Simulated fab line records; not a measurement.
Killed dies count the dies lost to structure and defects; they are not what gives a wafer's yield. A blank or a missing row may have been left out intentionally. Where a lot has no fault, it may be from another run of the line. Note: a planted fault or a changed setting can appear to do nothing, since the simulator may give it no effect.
Which tool was responsible? || flow sky130 || 6 lots with 18 wafers sampled at 2 steps, on a route of 708 steps

== WHAT EACH GAUGE READ, for each wafer ==
SKY_VIA4_THK_MEAS_20: measures by xrf.
{"lot": "L766", "measured": "day 43 02:38", "on": "film_metro-02", "VIA4_W_THK (nm)": "522 516 514"}
{"lot": "L769", "measured": "day 44 21:23", "on": "film_metro-02", "VIA4_W_THK (nm)": "537 518 527"}
{"lot": "L771", "measured": "day 45 01:49", "on": "film_metro-03", "VIA4_W_THK (nm)": "498 504 500"}
{"lot": "L772", "measured": "day 45 08:37", "on": "film_metro-03", "VIA4_W_THK (nm)": "512 503 517"}
{"lot": "L778", "measured": "day 46 11:46", "on": "film_metro-01", "VIA4_W_THK (nm)": "507 512 513"}
{"lot": "L787", "measured": "day 48 16:37", "on": "film_metro-01", "VIA4_W_THK (nm)": "510 515 503"}

== TOOL THAT RAN EACH LOT (tool first, then ch and the chambers of the sampled wafers, then the start) ==
{"lot": "L766", "SKY_POLY_CUT_ETCH_11": "rie_diel-01 ch 0,1,3, day 24 13:00"}
{"lot": "L769", "SKY_POLY_CUT_ETCH_11": "rie_diel-01 ch 1,2,3, day 26 19:06"}
{"lot": "L771", "SKY_POLY_CUT_ETCH_11": "rie_diel-04 ch 0,3, day 27 03:11"}
{"lot": "L772", "SKY_POLY_CUT_ETCH_11": "rie_diel-01 ch 1,2, day 27 10:39"}
{"lot": "L778", "SKY_POLY_CUT_ETCH_11": "rie_diel-02 ch 1,2,3, day 29 00:44"}
{"lot": "L787", "SKY_POLY_CUT_ETCH_11": "rie_diel-04 ch 0,1,2, day 32 03:29"}
- SKY_POLY_CUT_ETCH_11: etches Si3N4 in CF4/CH2F2/Ar, stops on poly-Si, time 42.5 s, target depth 60 nm.

== THE ANSWER, worked out from the rows above alone ==
Rule: the usual values come from the lots themselves. Put in order of their means at a reading, lots are off if they are a third of the lots or fewer, leave a main group of 4 or more, and stand apart from it by a gap of 3 or more times the standard deviation of the main group's means; of several such gaps the widest counts. Not used: any main group whose means are identical at the precision the tables above print for the reading. A lot without any number at a reading at which 4 lots or more have one is off too. The other lots that the step has rows for count as sound.
No lot is off on any of the readings shown, so nothing can be concluded from this.

== WHAT THE SIMULATOR HAD INSERTED ==
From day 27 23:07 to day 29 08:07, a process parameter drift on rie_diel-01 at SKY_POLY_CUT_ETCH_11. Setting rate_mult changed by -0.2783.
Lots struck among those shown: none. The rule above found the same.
